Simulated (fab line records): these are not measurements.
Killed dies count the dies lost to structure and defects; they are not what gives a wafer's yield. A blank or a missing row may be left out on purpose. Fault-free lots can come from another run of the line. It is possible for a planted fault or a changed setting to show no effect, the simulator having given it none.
Comparing a struck lot with a sound one -- flow sky130 -- 15 steps out of a route of 708
Sound: these wafers, L701.3, L701.4, L701.5. Wafers struck: L707.2, L707.3, L707.4. Last of all comes the cause.
Each step with rows lists, per side, the tool, then ch with its chambers, then its first start. Under that, the readings that differ: sound wafers -- struck wafers -- difference of the means -- sigmas: that difference in standard deviations of wafers without a fault.
alike: readings whose means differ by less than 2 such deviations, and words and numbers that are the same on both sides. not compared: withheld readings, readings that some wafer has no value for, bounds like >300 that may hide the same value, and numbers for which the record gives no deviation and whose values overlap.
Wherever a step has rows on one side only, a row that says differs or no value, or a row with sigmas, the two part there. Non-overlapping numbers with no deviation appear without sigmas and do not part them. A reading that every wafer of one side lacks parts them only if that side has two wafers or more.

first, 4 steps without rows for these wafers: SKY_LI_CONTACT_SOFTBAKE_08 (time 90 s); SKY_LI_CONTACT_EXPOSE_09 (exposes mask LICM1, target cd 170 nm); SKY_LI_CONTACT_PEB_10; SKY_LI_CONTACT_DEVELOP_11 (develop time 60 s).
SKY_LI_CONTACT_CD_MEAS_12: the cd target is 170 nm.
  sound on cdSem-02, day 31 08:34; struck on cdSem-02, day 33 07:05
  alike: cdNm
SKY_LI_CONTACT_OVL_MEAS_13:
  sound on overlay-01, day 31 08:39; struck on overlay-01, day 33 07:11
  alike: LI_CONTACT_OVL
SKY_LI_CONTACT_ETCH_14: etches BARC in N2/H2, stops on SiO2, time 45.9 s, target depth 60 nm.
  sound on rieDiel-01 ch 2,3, day 31 08:40; struck on rieDiel-04 ch 1,2,3, day 33 07:13
  alike: drypumpMotorCurrentA, oesProductAu, throttleValvePct
  not compared: rfHoursCounterH
SKY_LI_CONTACT_ETCH_15: etches PSG in C4F8/O2/Ar, stops on Si, target depth 600 nm.
  sound on rieDiel-01 ch 2,3, day 31 08:43; struck on rieDiel-04 ch 1,2,3, day 33 07:16
  alike: oesProductAu
SKY_LI_CONTACT_STRIP_16: strips in O2/N2.
  sound on plasmaAsher-03 ch 0,1, day 31 08:50; struck on plasmaAsher-02 ch 0,1, day 33 07:21
  alike: drypumpMotorCurrentA, o2FlowSccm, oesProductAu, stripTimeToEndpointS
  not compared: rfHoursCounterH
then, 2 steps without rows for these wafers: SKY_LI_CONTACT_CLEAN_17 (cleans in NMP, time 600 s); SKY_LI_CONTACT_PRE_CLEAN_18 (time 5.6 s).
SKY_LI_CONTACT_SPUTTER_19: material Ti, target thk 20 nm, time 106.37 s.
  sound on pvdSputter-02, day 31 09:05; struck on pvdSputter-02, day 33 07:40
reading,sound,struck,difference,sigmas
chamberPressurePa (Pa),5.002 5.017 5.018,4.969 4.999 5.002,-0.022,-2
  alike: cathodeDcPowerW, substrateTempC, throttleValvePct
SKY_LI_CONTACT_SPUTTER_20: material TiN, target thk 20 nm, time 80 s.
  sound on pvdSputter-02, day 31 09:10; struck on pvdSputter-02, day 33 07:44
  no value came back on the struck wafers for cathodeDcPowerW (W), chamberPressurePa (Pa), throttleValvePct (%); on the sound wafers cathodeDcPowerW (W) reads 4000.0 4000.5 3999.4
SKY_LI_CONTACT_CVD_21: deposits W, target thk 400 nm, time 120.56 s.
  sound on cvdW-01 ch 0,1, day 31 09:16; struck on cvdW-01 ch 0,1, day 33 07:48
  alike: heaterPowerW
-- a jump in the record: the struck wafers' starts before and after are 15 days apart (it breaks off in module LI_CONTACT and resumes in module PAD_OPEN, where the first step shown is number 708 of the route) --
SKY_PAD_OPEN_PROBE_99:
  sound on prober-01, day 47 09:02; struck on prober-02, day 48 19:42
reading,sound,struck,difference,sigmas
killedAtContacts,26 31 21,438 435 436,+410,+80
killedDies,78 89 88,492 492 492,+407,+44
killedOnRim,16 18 20,96 96 96,+78,+21
  alike: killed_at_M0_to_M3, killed_at_M4_up, killedAtFrontEnd, killedAtOther, killedOpen, killedShort

== WHERE THEY PART ==
Earliest at SKY_LI_CONTACT_SPUTTER_19; latest, in this record, at SKY_PAD_OPEN_PROBE_99.

WHY: whatever the simulator had introduced
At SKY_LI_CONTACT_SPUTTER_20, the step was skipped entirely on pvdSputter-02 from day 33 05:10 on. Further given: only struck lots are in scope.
